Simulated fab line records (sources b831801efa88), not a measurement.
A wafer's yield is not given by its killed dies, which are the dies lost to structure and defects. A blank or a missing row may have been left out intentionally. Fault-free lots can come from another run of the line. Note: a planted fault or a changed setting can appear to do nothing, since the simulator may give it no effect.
fab line records -- flow sky130
[record] lots = 5, wafers = 15, last-day = 50
route steps=708 shown SONOS_ONO@186 GATE_OXIDE@187 PAD_OPEN@708
lots that met no fault: taken from a fault-free run of the same line
start-h: hours from the record's opening day to when the first of the lot's shown wafers began -- wait-h: time in hours since the lot's previous step -- " identical to the entry in the row above -- L1.1+2: several wafers, shown together as one row -- - value missing, or start not given -- * or withheld: withheld -- < > ~ a bound
route shown NAME@n: a module of which the file shows steps, and the number in the route of the first -- usual: average and standard deviation across the fault-free wafers -- same: alike in all rows -- chamber/n: place in a boat -- sites: the reading at each site -- _std_site: standard deviation across them -- _edge_site: mean of outer sites minus mean of inner sites -- radius-mm: for every site, how far away it sits from the centre of the wafer -- mask NAME#n: copy n -- behind: tool/chamber where the wafer was last shaped -- hold: reason for holding the lot/hours on hold/outcome of the hold -- device: which transistor (n, p or np) failed to switch -- end of line: the same wafers' tests at the end of the route -- a step given without rows: its recipe and nothing more -- killed: dies that structure and defects cost at the first sort, which is not the same as the wafer's yield -- map: a wafer's dies, marking killed ones x, the rest . and places with no die _
set.NAME: setting as actually run; set.NAME@STEP: the setting as run at that earlier step -- model.NAME: the simulator's own value behind a step, which no gauge read
lots at selected steps of the route; one table per step, one row per wafer
services: from which hour (start-h, from the record's first day; less than 0 if before it) a tool's chamber was out of use, for how many hours, and why
[[steps]]
[step SKY_SONOS_ONO_WET_ETCH_18]
[recipe] chemistry = H3PO4, target-depth-nm = 15, target = Si3N4, temp-c = 160, time-s = 172
[step SKY_GATE_OXIDE_CLEAN_00]
[recipe] chemistry = SC1/SC2, mix = 1:4:20, temp-c = 70, time-s = 150, dry = n2-spin
[step SKY_GATE_OXIDE_OXIDATION_01]
[recipe] temp-c = 900, ambient = O2, stabilise-s = 600, purge-s = 300, target-thk-a = 102.68, ox-time-s = 1473
[step SKY_GATE_OXIDE_THK_MEAS_02]
[recipe] reads = SiO2_of_GATE_OXIDE_OXIDATION_01
[usual] GATE_OXIDE_OXIDATION_00_THK = 10.21/0.15
lot.wafer,tool,chamber,start-h,wait-h,GATE_OXIDE_OXIDATION_00_THK[nm]
L854.3,film-metro-03,-,309.70,0.0,10.48
L854.5,film-metro-03,-,309.70,0.0,10.57
L854.6,film-metro-03,-,309.70,0.0,10.37
L858.2,film-metro-03,-,348.72,0.0,10.47
L858.4,film-metro-03,-,348.72,0.0,10.44
L858.5,film-metro-03,-,348.72,0.0,10.44
L861.3,film-metro-04,-,366.35,0.0,10.20
L861.4,film-metro-04,-,366.35,0.0,10.23
L861.5,film-metro-04,-,366.35,0.0,10.17
L863.1,film-metro-04,-,386.38,0.0,10.08
L863.2,film-metro-04,-,386.38,0.0,10.10
L863.4,film-metro-04,-,386.38,0.0,10.20
L871.2,film-metro-04,-,471.60,0.0,10.18
L871.3,film-metro-04,-,471.60,0.0,10.17
L871.6,film-metro-04,-,471.60,0.0,10.13
[step SKY_GATE_OXIDE_DEHYDRATE_03]
[recipe] temp-c = 200, time-s = 60
[step SKY_GATE_OXIDE_HMDS_04]
[recipe] prime-time-s = 60, prime-temp-c = 120
[step SKY_GATE_OXIDE_COAT_05]
[recipe] resist = NOVOLAK, spin-rpm = 3000, resist-thk-nm = 1140
[step SKY_GATE_OXIDE_SOFTBAKE_06]
[recipe] temp-c = 90, time-s = 58.04, resist = NOVOLAK
[step SKY_GATE_OXIDE_EXPOSE_07]
[recipe] mask-id = LVOM, na = 0.6, source-shape = conventional, sigma-outer = 0.6, polarization = unpolarized, target-cd-nm = 600, dose-mj = 170
[step SKY_GATE_OXIDE_PEB_08]
[recipe] temp-c = withheld, time-s = *, resist = NOVOLAK
[step SKY_GATE_OXIDE_DEVELOP_09]
[recipe] resist = NOVOLAK, developer = TMAH, develop-time-s = 60, dev-temp-c = 23
[step SKY_GATE_OXIDE_OVL_MEAS_10]
[usual] GATE_OXIDE_OVL = -0.4/1.3
lot.wafer,tool,chamber,start-h,wait-h,GATE_OXIDE_OVL[nm]
L854.3,overlay-02,-,334.74,0.1,1.7
L854.5,overlay-02,-,334.74,0.1,1.5
L854.6,overlay-02,-,334.74,0.1,-0.5
L858.2,overlay-02,-,375.89,0.1,0.6
L858.4,overlay-02,-,375.89,0.1,0.7
L858.5,overlay-02,-,375.89,0.1,-1.3
L861.3,overlay-01,-,393.79,0.1,0.0
L861.4,overlay-01,-,393.79,0.1,-4.3
L861.5,overlay-01,-,393.79,0.1,-1.2
L863.1,overlay-01,-,415.33,0.1,0.6
L863.2,overlay-01,-,415.33,0.1,1.2
L863.4,overlay-01,-,415.33,0.1,-0.3
L871.2,overlay-02,-,502.74,0.1,0.4
L871.3,overlay-02,-,502.74,0.1,1.6
L871.6,overlay-02,-,502.74,0.1,1.7
[step SKY_GATE_OXIDE_IMPLANT_11]
[recipe] species = B, energy-kev = 10, dose-cm2 = 2.6e+12, tilt-deg = withheld
[usual] faraday-current-uA = 14.67/0.28
lot.wafer,tool,chamber,start-h,wait-h,faraday-current-uA
L854.3,implanter-02,0,334.81,0.1,15.23
L854.5,implanter-02,0,334.81,0.1,14.47
L854.6,implanter-02,0,334.81,0.1,14.77
L858.2,implanter-01,0,375.95,0.0,14.47
L858.4,implanter-01,0,375.95,0.0,14.62
L858.5,implanter-01,0,375.95,0.0,14.58
L861.3,implanter-04,0,393.86,0.1,14.31
L861.4,implanter-04,0,393.86,0.1,14.76
L861.5,implanter-04,0,393.86,0.1,14.62
L863.1,implanter-01,0,415.36,0.0,14.80
L863.2,implanter-01,0,415.36,0.0,14.06
L863.4,implanter-01,0,415.36,0.0,15.02
L871.2,implanter-02,0,502.80,0.0,14.37
L871.3,implanter-02,0,502.80,0.0,15.52
L871.6,implanter-02,0,502.80,0.0,14.27
[step SKY_GATE_OXIDE_WET_ETCH_12]
[recipe] chemistry = dHF, target-depth-nm = 16.8, dry = n2-spin, target = SiO2, dilution = 100:1, temp-c = 25, time-s = 336
[step SKY_GATE_OXIDE_STRIP_13]
[recipe] chemistry = O2/N2, power-w = 1400, pressure-mtorr = 1500, platen-temp-c = withheld, o2-flow-sccm = 3000, n2-flow-sccm = 300, overash-fraction = 0.5
[usual] drypump-motor-current-A = 6.0/0.48, o2-flow-sccm = 3001/8.5, oes-product-au = 0.715/0.0044, strip-time-to-endpoint-s = 14.19/0.036
lot.wafer,tool,chamber,start-h,wait-h,drypump-motor-current-A,o2-flow-sccm,oes-product-au,rf-hours-counter-h,strip-time-to-endpoint-s
L854.3,plasma-asher-03,0,335.06,0.0,5.5,2998,0.712,-,14.18
L854.5,plasma-asher-03,0,335.06,0.0,5.5,2987,0.711,-,14.18
L854.6,plasma-asher-03,1,335.06,0.0,6.5,3004,0.721,-,14.16
L858.2,plasma-asher-01,1,376.18,0.0,6.4,2988,0.711,27,14.17
L858.4,plasma-asher-01,0,376.18,0.0,5.5,2990,0.708,-,14.21
L858.5,plasma-asher-01,0,376.18,0.0,5.5,2987,0.712,-,14.17
L861.3,plasma-asher-02,1,394.10,0.0,6.4,3003,0.711,-,14.18
L861.4,plasma-asher-02,0,394.10,0.0,5.4,2998,0.717,-,14.18
L861.5,plasma-asher-02,1,394.10,0.0,6.4,3002,0.713,-,14.21
L863.1,plasma-asher-02,1,415.63,0.0,6.5,3001,0.720,72,14.21
L863.2,plasma-asher-02,0,415.63,0.0,5.4,2998,0.707,72,14.22
L863.4,plasma-asher-02,1,415.63,0.0,6.5,3007,0.713,-,14.16
L871.2,plasma-asher-02,0,503.03,0.0,5.4,3000,0.712,81,14.18
L871.3,plasma-asher-02,0,503.03,0.0,5.4,3005,0.713,-,14.18
L871.6,plasma-asher-02,0,503.03,0.0,5.4,3006,0.721,-,14.20
[step SKY_GATE_OXIDE_TW_MEAS_14]
[usual] GATE_OXIDE_TW = 223.7/1.1
lot.wafer,tool,chamber,start-h,wait-h,GATE_OXIDE_TW
L854.3,film-metro-01,-,335.14,0.1,222.3
L854.5,film-metro-01,-,335.14,0.1,221.5
L854.6,film-metro-01,-,335.14,0.1,222.9
L858.2,film-metro-01,-,376.29,0.1,224.1
L858.4,film-metro-01,-,376.29,0.1,223.9
L858.5,film-metro-01,-,376.29,0.1,224.1
L861.3,film-metro-01,-,394.18,0.1,222.3
L861.4,film-metro-01,-,394.18,0.1,223.2
L861.5,film-metro-01,-,394.18,0.1,222.7
L863.1,film-metro-03,-,415.73,0.1,219.7
L863.2,film-metro-03,-,415.73,0.1,221.5
L863.4,film-metro-03,-,415.73,0.1,220.7
L871.2,film-metro-01,-,503.14,0.1,222.0
L871.3,film-metro-01,-,503.14,0.1,223.1
L871.6,film-metro-01,-,503.14,0.1,223.6
[step SKY_GATE_OXIDE_CLEAN_15]
[recipe] chemistry = SC1/SC2, mix = 1:4:20, temp-c = 70, time-s = 150, dry = n2-spin
[step SKY_PAD_OPEN_PROBE_99]
[usual] killed_at_M0_to_M3 = 43/5.9, killed_at_M4_up = 3.3/1.9, killed-at-contacts = 24/5.6, killed-at-front-end = 15/4.1, killed-at-other = 0.4/0.66, killed-dies = 86/9, killed-open = 47/6.9, killed-short = 39/6.2
[same] gross-dies = 492, killed-at-back-side = 0
lot.wafer,tool,chamber,start-h,wait-h,killed_at_M0_to_M3,killed_at_M4_up,killed-at-contacts,killed-at-front-end,killed-at-other,killed-dies,killed-open,killed-short,model.etest.nfet_01v8.drive-ua-um-range,model.etest.pfet_01v8_lvt.drive-ua-um,model.etest.pfet_01v8.drive-ua-um,model.etest.pfet_01v8_mvt.drive-ua-um,model.etest.pfet_01v8_hvt.drive-ua-um,model.etest.pfet_01v8.drive-ua-um-range,model.etest.pfet_01v8_lvt.off-log10-a-um,model.etest.pfet_01v8_mvt.off-log10-a-um
L854.3,prober-01,-,1096.63,0.2,52,1,25,13,1,92,52,40,12.57,174.6,189.7,150.4,142.1,7.843,-9.152,-11.43
L854.5,prober-01,-,1096.73,0.2,39,5,17,20,0,81,43,38,7.578,178.8,192.5,150.9,145.6,7.452,-9.022,-11.23
L854.6,prober-01,-,1096.78,0.2,51,3,27,12,0,93,47,46,11.94,175.8,192.5,152.7,143.6,4.313,-9.108,-11.23
L858.2,prober-01,-,1120.33,0.1,45,1,18,19,0,83,38,45,8.832,176,198.3,156.7,148.5,8.242,-8.794,-10.26
L858.4,prober-01,-,1120.43,0.2,42,3,32,27,3,107,61,44,10.2,174.2,193.5,155.1,146.5,7.852,-8.848,-10.49
L858.5,prober-01,-,1120.48,0.2,58,2,38,12,1,111,58,53,15.67,175,193.5,153.8,145.1,4.078,-8.896,-10.57
L861.3,prober-01,-,1132.25,0.2,41,2,24,11,0,78,41,37,9.726,173.9,193.4,152.6,144.1,8.821,-9.053,-10.7
L861.4,prober-01,-,1132.30,0.2,36,1,20,12,0,69,35,34,7.164,172.5,188.8,150.4,140.7,6.022,-9.243,-11.02
L861.5,prober-01,-,1132.35,0.2,50,2,18,6,1,77,45,32,9.432,173.9,191.5,152,142.7,9.289,-9.226,-10.84
L863.1,prober-02,-,1146.02,0.3,44,0,25,17,0,86,55,31,19.14,163.8,191,149.8,142.9,11.77,-10.02,-10.71
L863.2,prober-02,-,1146.07,0.3,47,6,20,14,0,87,40,47,24.25,163.7,189.3,148.2,140.4,14.01,-9.935,-11.06
L863.4,prober-02,-,1146.17,0.4,55,2,23,19,0,99,56,43,22.52,166.9,191.2,150.3,141.4,21.16,-9.998,-10.97
L871.2,prober-02,-,1199.26,0.1,31,5,24,23,0,83,39,44,9.565,177.8,195.9,154.1,146.3,6.449,-8.709,-10.67
L871.3,prober-02,-,1199.31,0.2,37,4,14,13,1,69,36,33,4.964,178.4,196,154.1,146.4,4.682,-8.642,-10.51
L871.6,prober-02,-,1199.46,0.2,37,4,21,9,0,71,42,29,8.685,177.8,190.9,151.3,141.1,5.304,-8.696,-10.56
// killed by level:class
L854.3 CONTACT:geometric-particle:open=14 METAL1:geometric-particle:short=10 LI_CONTACT:geometric-particle:open=9 VIA2:geometric-particle:open=9 VIA1:geometric-particle:open=8 VIA1:geometric-particle:short=6 METAL3:geometric-particle:short=6 METAL2:geometric-particle:short=5
L854.5 VIA1:geometric-particle:open=14 FIELD_ISO:geometric-particle:open=6 CONTACT:geometric-particle:open=6 METAL1:geometric-particle:short=6 FIELD_ISO:geometric-particle:short=5 LI_CONTACT:geometric-particle:open=5 POLY_GATE:geometric-particle:open=4 METAL4:geometric-particle:short=4
L854.6 VIA1:geometric-particle:open=11 LI_CONTACT:geometric-particle:open=10 VIA2:geometric-particle:open=7 VIA2:geometric-particle:short=7 VIA3:geometric-particle:open=6 CONTACT:geometric-particle:short=6 CONTACT:geometric-particle:open=6 METAL1:geometric-particle:short=6
L858.2 VIA1:geometric-particle:open=10 METAL1:geometric-particle:short=10 CONTACT:geometric-particle:open=7 POLY_GATE:geometric-particle:open=6 METAL2:geometric-particle:short=5 METAL3:geometric-particle:short=5 VIA3:geometric-particle:short=5 FIELD_ISO:geometric-particle:short=4
L858.4 CONTACT:geometric-particle:open=13 VIA1:geometric-particle:open=11 LI_CONTACT:geometric-particle:open=9 FIELD_ISO:geometric-particle:short=8 POLY_GATE:geometric-particle:open=6 METAL1:geometric-particle:short=5 FIELD_ISO:geometric-particle:open=4 LOCAL_INTERCONNECT:geometric-particle:short=4
L858.5 CONTACT:geometric-particle:open=16 METAL1:geometric-particle:short=11 VIA2:geometric-particle:open=11 LI_CONTACT:geometric-particle:open=9 VIA1:geometric-particle:open=9 METAL2:geometric-particle:short=8 CONTACT:geometric-particle:short=5 LOCAL_INTERCONNECT:geometric-particle:short=4
L861.3 CONTACT:geometric-particle:open=12 VIA1:geometric-particle:open=8 METAL2:geometric-particle:short=7 VIA3:geometric-particle:open=6 FIELD_ISO:geometric-particle:short=5 VIA3:geometric-particle:short=5 LOCAL_INTERCONNECT:geometric-particle:short=5 VIA2:geometric-particle:open=5
L861.4 CONTACT:geometric-particle:open=8 VIA1:geometric-particle:open=8 VIA3:geometric-particle:open=6 VIA3:geometric-particle:short=6 METAL2:geometric-particle:short=5 CONTACT:geometric-particle:short=5 FIELD_ISO:geometric-particle:short=3 SPACER:geometric-particle:short=3
L861.5 VIA1:geometric-particle:open=16 VIA2:geometric-particle:open=11 CONTACT:geometric-particle:short=8 METAL1:geometric-particle:short=7 LI_CONTACT:geometric-particle:open=5 FIELD_ISO:geometric-particle:open=3 LOCAL_INTERCONNECT:geometric-particle:short=3 VIA1:geometric-particle:short=3
L863.1 VIA1:geometric-particle:open=12 CONTACT:geometric-particle:open=10 LI_CONTACT:geometric-particle:open=7 VIA2:geometric-particle:open=7 FIELD_ISO:geometric-particle:open=5 POLY_GATE:geometric-particle:open=5 LOCAL_INTERCONNECT:geometric-particle:short=5 METAL1:geometric-particle:short=5
L863.2 VIA3:geometric-particle:open=12 LI_CONTACT:geometric-particle:open=7 POLY_GATE:geometric-particle:short=6 VIA2:geometric-particle:open=6 LOCAL_INTERCONNECT:geometric-particle:short=5 METAL1:geometric-particle:short=5 VIA1:geometric-particle:short=5 METAL2:geometric-particle:short=5
L863.4 VIA1:geometric-particle:open=14 VIA3:geometric-particle:open=9 LI_CONTACT:geometric-particle:open=8 CONTACT:geometric-particle:open=7 VIA1:geometric-particle:short=7 FIELD_ISO:geometric-particle:short=6 LOCAL_INTERCONNECT:geometric-particle:short=6 VIA2:geometric-particle:open=6
L871.2 LI_CONTACT:geometric-particle:open=9 FIELD_ISO:geometric-particle:short=6 VIA1:geometric-particle:open=6 CONTACT:geometric-particle:open=6 FIELD_ISO:geometric-particle:open=5 METAL4:geometric-particle:short=5 METAL1:geometric-particle:short=5 VIA1:geometric-particle:short=5
L871.3 VIA1:geometric-particle:open=9 METAL2:geometric-particle:short=6 VIA2:geometric-particle:open=5 VIA3:geometric-particle:open=5 METAL4:geometric-particle:short=4 CONTACT:geometric-particle:open=4 VIA1:geometric-particle:short=4 POLY_GATE:geometric-particle:open=3
L871.6 VIA2:geometric-particle:open=9 CONTACT:geometric-particle:open=8 VIA1:geometric-particle:open=6 METAL2:geometric-particle:short=5 LI_CONTACT:geometric-particle:open=4 LOCAL_INTERCONNECT:geometric-particle:short=4 CONTACT:geometric-particle:short=4 VIA2:geometric-particle:short=4
[[services]]
tool,chamber,start-h,hours,kind
implanter-04,-,324.23,2.2,repair
implanter-01,-,333.41,3.4,pm
plasma-asher-02,-,338.39,8.6,repair
plasma-asher-01,-,341.42,1.0,repair
plasma-asher-02,-,370.82,0.4,repair
implanter-04,-,380.09,3.3,repair
plasma-asher-02,-,380.90,2.1,repair
implanter-02,-,407.28,2.4,repair
plasma-asher-03,-,444.06,14.6,pm
implanter-02,-,450.67,6.6,pm
implanter-02,-,458.69,12.0,repair
plasma-asher-02,-,475.71,2.8,repair
plasma-asher-03,-,480.51,2.8,pm
[[key]]
[first-sign] step = SKY_GATE_OXIDE_TW_MEAS_14, reading = GATE_OXIDE_TW, direction = down, sigmas = 2.9, usual = 223.7, struck = 220.6
effect none on later readings
[model-effect] step = SKY_PAD_OPEN_PROBE_99, value = etest.nfet_01v8.drive-ua-um-range, without = 10.85, struck = 21.97
met-at SKY_GATE_OXIDE_IMPLANT_11
struck-wafers L863.1,L863.2,L863.4
tester-left-out L863
onset-between 375.95 415.36
[fault] kind = process-parameter-drift, tool = implanter-01, chamber = -, onset-h = 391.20, steps = SKY_GATE_OXIDE_IMPLANT_11, channel = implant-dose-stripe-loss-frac, offset = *, shape = step, end-h = 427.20
// tester-left-out: of these lots the tester's yield and bins aren't shown, on N5 and GAA mostly nor the transistor test; their killed dies are dies lost to structure and defects alone, not to doping, threshold or leakage, so they don't give the yield
